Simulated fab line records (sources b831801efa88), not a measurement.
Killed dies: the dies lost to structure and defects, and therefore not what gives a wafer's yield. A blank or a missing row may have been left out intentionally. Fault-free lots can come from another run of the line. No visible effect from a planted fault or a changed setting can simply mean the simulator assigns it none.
fab line records    flow sky130
record: lots: 11  wafers: 33  last-day: 50
route steps=708 shown NWELL@60 VT_ADJUST_PCH@153 SONOS_ONO@185 PAD_OPEN@708
lots that met no fault: taken from a fault-free run of the same line
start-h: the number of hours between the record's first day and the start of the first shown wafer of the lot    wait-h: how many hours have passed since the lot's step before this one    " identical to the entry in the row above    L1.1+2: a single row standing in for several wafers    - either no value or no given start    * or withheld: withheld    < > ~ a bound
route shown NAME@n: names a module that has steps shown in the file, with the first one's number in the route    usual: average and standard deviation across the fault-free wafers    same: alike in all rows    chamber/n: place in a boat    sites: readings site by site    _std_site: the values' standard deviation    _edge_site: the outer-site mean with the inner-site mean subtracted    radius-mm: for every site, how far away it sits from the centre of the wafer    mask NAME#n: copy n    behind: the last tool/chamber to shape the wafer    hold: the reason the lot was held/the length of the hold in hours/how it ended    device: transistor that didn't switch, given as n, p or np    end of line: tests run on the same wafers once the route is complete    a step given without rows: its recipe and nothing more    killed: the dies lost at the first sort to structure and to defects; this is not the yield of the wafer    map: dies across one wafer; x = killed, . = not, _ = none there
set.NAME: the setting the step ran with; set.NAME@STEP: the setting that earlier step ran with    model.NAME: the simulator's own value behind a step, which no gauge read
route steps across a sampled set of lots; one table per step, one row per wafer
services: a tool's chamber out of use, with start hour (start-h, from the record's first day; less than 0 if before it), hours out, and reason
== steps ==
step: SKY_NWELL_EXPOSE_07
recipe: mask-id: NWM  na: 0.6  source-shape: conventional  sigma-outer: 0.6  polarization: unpolarized  target-cd-nm: 840  dose-mj: 255
lot.wafer   tool              chamber  start-h  wait-h  mask
L268.1+4+5  iline-stepper-01  0        87.96    -       NWM#0
L269.1+2+3  iline-stepper-02  0        97.91    -       NWM#0
L270.1+3+6  iline-stepper-02  0        105.19   -       NWM#0
L273.2+4+6  iline-stepper-02  0        119.55   -       NWM#0
L274.1+2+3  iline-stepper-02  0        125.28   -       NWM#0
L275.1+4+5  iline-stepper-01  0        128.54   -       NWM#0
L276.2+4+5  iline-stepper-02  0        134.93   -       NWM_COMPLEMENT#0
L287.2+5+6  iline-stepper-01  0        206.43   -       NWM#0
L286.1+4+5  iline-stepper-01  0        206.66   -       NWM#0
L288.1+3+5  iline-stepper-01  0        207.06   -       NWM#0
L289.2+3+5  iline-stepper-02  0        213.13   -       NWM#0
step: SKY_NWELL_OVL_MEAS_10
usual: NWELL_00_OVL: 0.8/1.4
lot.wafer  tool        chamber  start-h  wait-h  NWELL_00_OVL[nm]
L268.1     overlay-01  -        96.01    -       -1.3
L268.4     "           -        "        "       -0.3
L268.5     "           -        "        "       -0.5
L269.1     overlay-01  -        106.70   -       -0.2
L269.2     "           -        "        "       -0.2
L269.3     "           -        "        "       -0.7
L270.1     overlay-02  -        114.45   -       2.3
L270.3     "           -        "        "       1.4
L270.6     "           -        "        "       0.6
L273.2     overlay-02  -        127.71   -       -1.0
L273.4     "           -        "        "       -0.7
L273.6     "           -        "        "       0.3
L274.1     overlay-01  -        133.70   -       2.2
L274.2     "           -        "        "       1.9
L274.3     "           -        "        "       3.9
L275.1     overlay-02  -        138.00   -       1.9
L275.4     "           -        "        "       1.4
L275.5     "           -        "        "       2.6
L276.2     overlay-01  -        144.81   -       -
L276.4     "           -        "        "       -
L276.5     "           -        "        "       -
L287.2     overlay-02  -        216.81   -       1.6
L287.5     "           -        "        "       2.8
L287.6     "           -        "        "       1.4
L286.1     overlay-01  -        217.21   -       1.4
L286.4     "           -        "        "       -0.5
L286.5     "           -        "        "       0.6
L288.1     overlay-01  -        217.31   -       1.1
L288.3     "           -        "        "       -0.1
L288.5     "           -        "        "       2.6
L289.2     overlay-01  -        223.22   -       0.8
L289.3     "           -        "        "       0.2
L289.5     "           -        "        "       0.5
step: SKY_NWELL_STRIP_14
recipe: chemistry: O2/N2  power-w: 1400  pressure-mtorr: 1500  platen-temp-c: withheld  o2-flow-sccm: 3000  n2-flow-sccm: 300  overash-fraction: 0.5
usual: drypump-motor-current-A: 5.8/0.47  oes-product-au: 0.722/0.0043  strip-time-to-endpoint-s: 37.01/0.091
lot.wafer  tool             chamber  start-h  wait-h  drypump-motor-current-A  oes-product-au  rf-hours-counter-h  strip-time-to-endpoint-s
L268.1     plasma-asher-04  0        96.50    0.1     6.6                      0.719           29                  37.22
L268.4     "                1        "        "       5.4                      0.719           -                   37.20
L268.5     "                0        "        "       6.6                      0.717           -                   37.35
L269.1     plasma-asher-02  1        107.19   0.1     5.7                      0.722           43                  37.06
L269.2     "                0        "        "       5.7                      0.724           43                  36.96
L269.3     "                0        "        "       5.7                      0.723           -                   37.03
L270.1     plasma-asher-02  0        114.94   0.1     5.7                      0.720           44                  37.05
L270.3     "                1        "        "       5.8                      0.727           -                   36.92
L270.6     "                0        "        "       5.7                      0.732           -                   36.93
L273.2     plasma-asher-04  1        128.19   0.1     5.4                      0.713           31                  37.12
L273.4     "                0        "        "       6.6                      0.721           -                   37.06
L273.6     "                1        "        "       5.4                      0.728           -                   37.05
L274.1     plasma-asher-04  1        134.19   0.1     5.4                      0.725           32                  37.05
L274.2     "                0        "        "       6.6                      0.719           32                  37.12
L274.3     "                1        "        "       5.4                      0.731           -                   36.96
L275.1     plasma-asher-04  1        138.49   0.1     5.4                      0.732           32                  37.03
L275.4     "                0        "        "       6.6                      0.715           -                   36.93
L275.5     "                1        "        "       5.4                      0.715           -                   36.87
L276.2     plasma-asher-04  1        145.29   0.1     5.4                      0.723           33                  37.06
L276.4     "                1        "        "       5.4                      0.728           -                   37.02
L276.5     "                0        "        "       6.6                      0.723           -                   37.01
L287.2     plasma-asher-02  0        217.29   0.1     5.7                      0.715           53                  37.02
L287.5     "                0        "        "       5.7                      0.721           -                   37.09
L287.6     "                1        "        "       5.8                      0.726           -                   37.00
L286.1     plasma-asher-04  0        217.70   0.1     6.6                      0.723           40                  37.01
L286.4     "                1        "        "       5.4                      0.721           -                   36.88
L286.5     "                1        "        "       5.4                      0.725           -                   36.85
L288.1     plasma-asher-02  0        217.80   0.1     5.7                      0.728           53                  37.03
L288.3     "                1        "        "       5.8                      0.720           -                   37.07
L288.5     "                0        "        "       5.7                      0.726           -                   37.02
L289.2     plasma-asher-02  1        223.70   0.1     5.8                      0.724           54                  37.08
L289.3     "                1        "        "       5.8                      0.719           -                   37.08
L289.5     "                1        "        "       5.8                      0.718           -                   37.00
step: SKY_NWELL_TW_MEAS_15
usual: NWELL_TW: 1817/20
lot.wafer  tool           chamber  start-h  wait-h  NWELL_TW
L268.1     film-metro-02  -        96.60    0.1     1817
L268.4     "              -        "        "       1815
L268.5     "              -        "        "       1812
L269.1     film-metro-03  -        107.29   0.1     1843
L269.2     "              -        "        "       1847
L269.3     "              -        "        "       1848
L270.1     film-metro-04  -        115.04   0.1     1796
L270.3     "              -        "        "       1797
L270.6     "              -        "        "       1794
L273.2     film-metro-03  -        128.30   0.1     1847
L273.4     "              -        "        "       1834
L273.6     "              -        "        "       1841
L274.1     film-metro-02  -        134.29   0.1     1828
L274.2     "              -        "        "       1816
L274.3     "              -        "        "       1824
L275.1     film-metro-04  -        138.59   0.1     1796
L275.4     "              -        "        "       1787
L275.5     "              -        "        "       1788
L276.2     film-metro-02  -        145.40   0.1     30
L276.4     "              -        "        "       30
L276.5     "              -        "        "       30
L287.2     film-metro-02  -        217.40   0.1     1826
L287.5     "              -        "        "       1818
L287.6     "              -        "        "       1814
L286.1     film-metro-04  -        217.80   0.1     1801
L286.4     "              -        "        "       1792
L286.5     "              -        "        "       1799
L288.1     film-metro-03  -        217.90   0.1     1840
L288.3     "              -        "        "       1836
L288.5     "              -        "        "       1840
L289.2     film-metro-02  -        223.81   0.1     1816
L289.3     "              -        "        "       1824
L289.5     "              -        "        "       1815
step: SKY_NWELL_TW_MEAS_26
usual: NWELL_2_TW: 496/5.7
lot.wafer  tool           chamber  start-h  wait-h  NWELL_2_TW
L268.1     film-metro-02  -        115.20   0.1     493
L268.4     "              -        "        "       493
L268.5     "              -        "        "       493
L269.1     film-metro-04  -        129.59   0.1     487
L269.2     "              -        "        "       489
L269.3     "              -        "        "       487
L270.1     film-metro-03  -        133.60   0.1     502
L270.3     "              -        "        "       504
L270.6     "              -        "        "       504
L273.2     film-metro-03  -        147.66   0.1     500
L273.4     "              -        "        "       499
L273.6     "              -        "        "       498
L274.1     film-metro-03  -        154.75   0.1     499
L274.2     "              -        "        "       502
L274.3     "              -        "        "       503
L275.1     film-metro-03  -        157.94   0.1     504
L275.4     "              -        "        "       501
L275.5     "              -        "        "       503
L276.2     film-metro-02  -        165.41   0.1     1815
L276.4     "              -        "        "       1811
L276.5     "              -        "        "       1827
L287.2     film-metro-04  -        239.21   0.1     488
L287.5     "              -        "        "       490
L287.6     "              -        "        "       489
L286.1     film-metro-02  -        240.39   0.1     500
L286.4     "              -        "        "       500
L286.5     "              -        "        "       499
L288.1     film-metro-04  -        240.60   0.1     490
L288.3     "              -        "        "       488
L288.5     "              -        "        "       490
L289.2     film-metro-04  -        245.51   0.1     488
L289.3     "              -        "        "       489
L289.5     "              -        "        "       491
step: SKY_VT_ADJUST_PCH_TW_MEAS_10
usual: VT_ADJUST_PCH_TW: 142.5/1.3
lot.wafer  tool           chamber  start-h  wait-h  VT_ADJUST_PCH_TW
L268.1     film-metro-01  -        236.59   0.1     140.8
L268.4     "              -        "        "       141.2
L268.5     "              -        "        "       139.9
L269.1     film-metro-03  -        255.41   0.1     144.3
L269.2     "              -        "        "       144.3
L269.3     "              -        "        "       144.1
L270.1     film-metro-02  -        260.39   0.1     143.0
L270.3     "              -        "        "       142.4
L270.6     "              -        "        "       143.0
L273.2     film-metro-03  -        277.30   0.1     144.6
L273.4     "              -        "        "       144.6
L273.6     "              -        "        "       143.6
L274.1     film-metro-02  -        287.96   0.1     143.0
L274.2     "              -        "        "       143.7
L274.3     "              -        "        "       143.0
L275.1     film-metro-02  -        292.21   0.1     142.3
L275.4     "              -        "        "       142.8
L275.5     "              -        "        "       142.9
L276.2     film-metro-02  -        303.27   0.1     142.4
L276.4     "              -        "        "       143.0
L276.5     "              -        "        "       142.2
L287.2     film-metro-01  -        394.92   0.1     141.7
L287.5     "              -        "        "       141.0
L287.6     "              -        "        "       140.9
L286.1     film-metro-03  -        397.50   0.1     143.7
L286.4     "              -        "        "       144.2
L286.5     "              -        "        "       144.0
L288.1     film-metro-01  -        399.36   0.1     141.0
L288.3     "              -        "        "       142.2
L288.5     "              -        "        "       141.3
L289.2     film-metro-03  -        403.56   0.1     143.3
L289.3     "              -        "        "       143.1
L289.5     "              -        "        "       144.4
step: SKY_SONOS_ONO_STRIP_17
recipe: chemistry: O2/N2  power-w: 1400  pressure-mtorr: 1500  platen-temp-c: withheld  o2-flow-sccm: 3000  n2-flow-sccm: 300  overash-fraction: 0.5
usual: drypump-motor-current-A: 5.7/0.47  oes-product-au: 0.710/0.0047  strip-time-to-endpoint-s: 14.11/0.052
lot.wafer  tool             chamber  start-h  wait-h  drypump-motor-current-A  oes-product-au  rf-hours-counter-h  strip-time-to-endpoint-s
L268.1     plasma-asher-01  0        289.14   0.0     5.7                      0.709           61                  14.16
L268.4     "                0        "        "       5.7                      0.713           -                   14.19
L268.5     "                1        "        "       5.0                      0.701           -                   14.15
L269.1     plasma-asher-02  1        311.53   0.0     5.8                      0.712           63                  14.15
L269.2     "                0        "        "       5.7                      0.711           63                  14.20
L269.3     "                1        "        "       5.8                      0.714           -                   14.16
L270.1     plasma-asher-02  1        314.18   0.0     5.8                      0.702           63                  14.12
L270.3     "                0        "        "       5.7                      0.701           -                   14.04
L270.6     "                0        "        "       5.7                      0.705           -                   14.06
L273.2     plasma-asher-02  1        338.78   0.0     5.8                      0.706           65                  14.04
L273.4     "                0        "        "       5.7                      0.709           -                   14.07
L273.6     "                1        "        "       5.8                      0.710           -                   14.05
L274.1     plasma-asher-04  0        344.82   0.0     6.6                      0.709           52                  14.03
L274.2     "                1        "        "       5.4                      0.714           52                  14.06
L274.3     "                1        "        "       5.4                      0.710           -                   14.03
L275.1     plasma-asher-02  0        349.53   0.0     5.7                      0.705           67                  14.11
L275.4     "                0        "        "       5.7                      0.715           -                   14.12
L275.5     "                1        "        "       5.8                      0.710           -                   14.13
L276.2     plasma-asher-02  0        361.28   0.0     5.7                      0.707           68                  14.18
L276.4     "                1        "        "       5.8                      0.704           -                   14.20
L276.5     "                0        "        "       5.7                      0.706           -                   14.20
L287.2     plasma-asher-04  1        464.52   0.0     5.4                      0.714           64                  14.06
L287.5     "                1        "        "       5.4                      0.709           -                   14.10
L287.6     "                0        "        "       6.7                      0.706           -                   14.02
L288.1     plasma-asher-02  0        464.82   0.0     5.7                      0.706           78                  14.00
L288.3     "                1        "        "       5.8                      0.711           -                   14.00
L288.5     "                0        "        "       5.7                      0.707           -                   14.00
L286.1     plasma-asher-04  1        464.93   0.0     5.4                      0.704           64                  14.13
L286.4     "                1        "        "       5.4                      0.706           -                   14.15
L286.5     "                0        "        "       6.6                      0.712           -                   14.19
L289.2     plasma-asher-02  1        468.43   0.0     5.8                      0.709           79                  14.08
L289.3     "                0        "        "       5.7                      0.712           -                   14.05
L289.5     "                1        "        "       5.7                      0.723           -                   14.06
step: SKY_PAD_OPEN_PROBE_99
usual: killed_at_M0_to_M3: 43/6.6  killed_at_M4_up: 3.0/1.8  killed-at-contacts: 24/5.1  killed-at-front-end: 16/4.5  killed-at-other: 0.3/0.67  killed-dies: 86/9.3  killed-on-rim: 17/3.8  killed-open: 47/6.9  killed-short: 39/6.6
same: gross-dies: 492  killed-at-back-side: 0
lot.wafer  tool       chamber  start-h  wait-h  killed_at_M0_to_M3  killed_at_M4_up  killed-at-contacts  killed-at-front-end  killed-at-other  killed-dies  killed-on-rim  killed-open  killed-short
L268.1     prober-02  -        1081.23  0.1     44                  5                25                  8                    0                82           17             54           26
L268.4     prober-02  -        1081.38  0.2     40                  2                17                  19                   0                78           19             38           38
L268.5     prober-02  -        1081.43  0.2     46                  3                20                  15                   1                85           21             47           38
L273.2     prober-01  -        1115.05  0.1     40                  4                14                  23                   0                81           12             50           29
L273.4     prober-01  -        1115.15  0.2     28                  1                26                  21                   1                77           14             38           39
L273.6     prober-01  -        1115.25  0.2     46                  1                25                  18                   0                90           20             47           43
L276.2     prober-02  -        1134.74  0.1     38                  1                20                  433                  0                492          96             36           40
L276.4     prober-02  -        1134.84  0.2     26                  7                23                  436                  0                492          96             39           31
L276.5     prober-02  -        1134.89  0.2     52                  3                25                  412                  0                492          96             57           39
L288.1     prober-01  -        1193.39  0.1     48                  2                23                  12                   0                85           15             51           34
L288.3     prober-01  -        1193.49  0.2     49                  4                23                  21                   0                97           24             41           53
L288.5     prober-01  -        1193.59  0.2     54                  1                16                  27                   2                100          24             58           42
killed by level:class
L268.1 CONTACT:geometric-particle:open=10 VIA2:geometric-particle:open=9 VIA3:geometric-particle:open=9 VIA1:geometric-particle:open=8 LI_CONTACT:geometric-particle:open=6 LOCAL_INTERCONNECT:geometric-particle:short=6 FIELD_ISO:geometric-particle:open=3 VIA1:geometric-particle:short=3
L268.4 VIA1:geometric-particle:open=8 FIELD_ISO:geometric-particle:short=7 VIA3:geometric-particle:open=6 FIELD_ISO:geometric-particle:open=5 LI_CONTACT:geometric-particle:open=5 VIA2:geometric-particle:open=5 VIA3:geometric-particle:short=5 CONTACT:geometric-particle:open=4
L268.5 VIA1:geometric-particle:open=16 METAL1:geometric-particle:short=8 LI_CONTACT:geometric-particle:open=7 VIA2:geometric-particle:open=6 FIELD_ISO:geometric-particle:open=5 CONTACT:geometric-particle:open=5 METAL2:geometric-particle:short=5 FIELD_ISO:geometric-particle:short=3
L273.2 VIA1:geometric-particle:open=11 VIA2:geometric-particle:open=7 CONTACT:geometric-particle:open=7 VIA3:geometric-particle:open=7 FIELD_ISO:geometric-particle:short=6 FIELD_ISO:geometric-particle:open=5 POLY_GATE:geometric-particle:open=5 METAL1:geometric-particle:short=5
L273.4 CONTACT:geometric-particle:short=11 VIA1:geometric-particle:open=9 FIELD_ISO:geometric-particle:short=8 CONTACT:geometric-particle:open=8 FIELD_ISO:geometric-particle:open=6 POLY_GATE:geometric-particle:open=4 LI_CONTACT:geometric-particle:open=4 METAL2:geometric-particle:short=4
L273.6 CONTACT:geometric-particle:open=11 VIA2:geometric-particle:open=11 LOCAL_INTERCONNECT:geometric-particle:short=7 FIELD_ISO:geometric-particle:open=6 VIA2:geometric-particle:short=6 VIA1:geometric-particle:open=5 VIA1:geometric-particle:short=5 METAL2:geometric-particle:short=5
L276.2 NWELL:area-expose=415 CONTACT:geometric-particle:open=8 VIA1:geometric-particle:open=7 POLY_GATE:geometric-particle:short=6 LI_CONTACT:geometric-particle:open=5 METAL1:geometric-particle:short=5 VIA3:geometric-particle:open=5 FIELD_ISO:geometric-particle:short=4
L276.4 NWELL:area-expose=422 VIA1:geometric-particle:open=10 CONTACT:geometric-particle:open=9 FIELD_ISO:geometric-particle:open=6 LI_CONTACT:geometric-particle:open=6 METAL2:geometric-particle:short=5 CONTACT:geometric-particle:short=4 METAL1:geometric-particle:short=4
L276.5 NWELL:area-expose=395 VIA1:geometric-particle:open=17 CONTACT:geometric-particle:open=8 VIA2:geometric-particle:open=8 VIA3:geometric-particle:open=7 LI_CONTACT:geometric-particle:open=5 CONTACT:geometric-particle:short=5 VIA1:geometric-particle:short=5
L288.1 VIA1:geometric-particle:open=13 CONTACT:geometric-particle:open=12 METAL2:geometric-particle:short=6 LI_CONTACT:geometric-particle:open=6 VIA3:geometric-particle:open=5 VIA1:geometric-particle:short=5 METAL3:geometric-particle:short=5 FIELD_ISO:geometric-particle:open=4
L288.3 METAL2:geometric-particle:short=10 VIA1:geometric-particle:open=8 CONTACT:geometric-particle:open=6 VIA3:geometric-particle:open=6 VIA2:geometric-particle:open=6 POLY_GATE:geometric-particle:open=5 VIA2:geometric-particle:short=5 LI_CONTACT:geometric-particle:short=5
L288.5 VIA3:geometric-particle:open=11 VIA2:geometric-particle:open=10 VIA1:geometric-particle:open=10 VIA3:geometric-particle:short=8 FIELD_ISO:geometric-particle:open=6 POLY_GATE:geometric-particle:short=6 POLY_GATE:geometric-particle:open=5 LI_CONTACT:geometric-particle:open=5
== services ==
tool              chamber  start-h  hours  kind
plasma-asher-04   -        64.67    1.0    repair
iline-stepper-01  0        71.44    -      calibration
iline-stepper-02  0        93.45    -      calibration
plasma-asher-02   -        94.04    2.8    pm
plasma-asher-04   -        108.21   15.2   pm
iline-stepper-01  -        116.67   4.4    pm
iline-stepper-02  -        143.16   1.7    pm
plasma-asher-02   -        143.26   14.6   pm
iline-stepper-02  -        153.56   8.1    repair
plasma-asher-04   -        160.43   8.6    repair
iline-stepper-02  -        177.37   6.8    repair
iline-stepper-02  -        184.18   4.4    pm
iline-stepper-01  -        252.66   1.7    pm
iline-stepper-02  -        289.56   9.1    repair
iline-stepper-02  0        315.79   -      calibration
iline-stepper-01  -        318.97   2.1    pm
plasma-asher-04   -        323.06   2.0    repair
iline-stepper-02  -        361.34   1.7    pm
iline-stepper-02  -        377.52   1.2    repair
iline-stepper-02  -        391.74   4.7    repair
plasma-asher-01   -        402.99   1.4    repair
plasma-asher-04   -        413.49   8.0    repair
plasma-asher-01   -        421.25   9.0    pm
iline-stepper-01  -        444.58   1.2    repair
== key ==
first-sign: step: SKY_NWELL_EXPOSE_07  reading: mask  direction: changed
effect: step: SKY_NWELL_OVL_MEAS_10  reading: NWELL_00_OVL  direction: missing
effect: step: SKY_NWELL_TW_MEAS_15  reading: NWELL_TW  direction: down  sigmas: 90  usual: 1817  struck: 30
effect: step: SKY_NWELL_TW_MEAS_26  reading: NWELL_2_TW  direction: up  sigmas: 99+  usual: 496  struck: 1818
effect: step: SKY_PAD_OPEN_PROBE_99  reading: killed-at-front-end  direction: up  sigmas: 90  usual: 16  struck: 427
more-kills-born-at: SKY_NWELL_EXPOSE_07@iline-stepper-02: 1232
met-at SKY_NWELL_EXPOSE_07
struck-lots L276
tester-left-out L276
not-acting-at SKY_NWELL_STRIP_14,SKY_VT_ADJUST_PCH_TW_MEAS_10,SKY_SONOS_ONO_STRIP_17
onset-between 125.28 134.93
fault: kind: wrong-mask  tool: any  chamber: -  onset-h: 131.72  steps: SKY_NWELL_EXPOSE_07  aux-copy: NWM_COMPLEMENT#0  scope: struck-lots-only
tester-left-out: of these lots the tester's yield and bins aren't shown, on N5 and GAA mostly nor the transistor test; their killed dies are dies lost to structure and defects alone, not to doping, threshold or leakage, so they don't give the yield
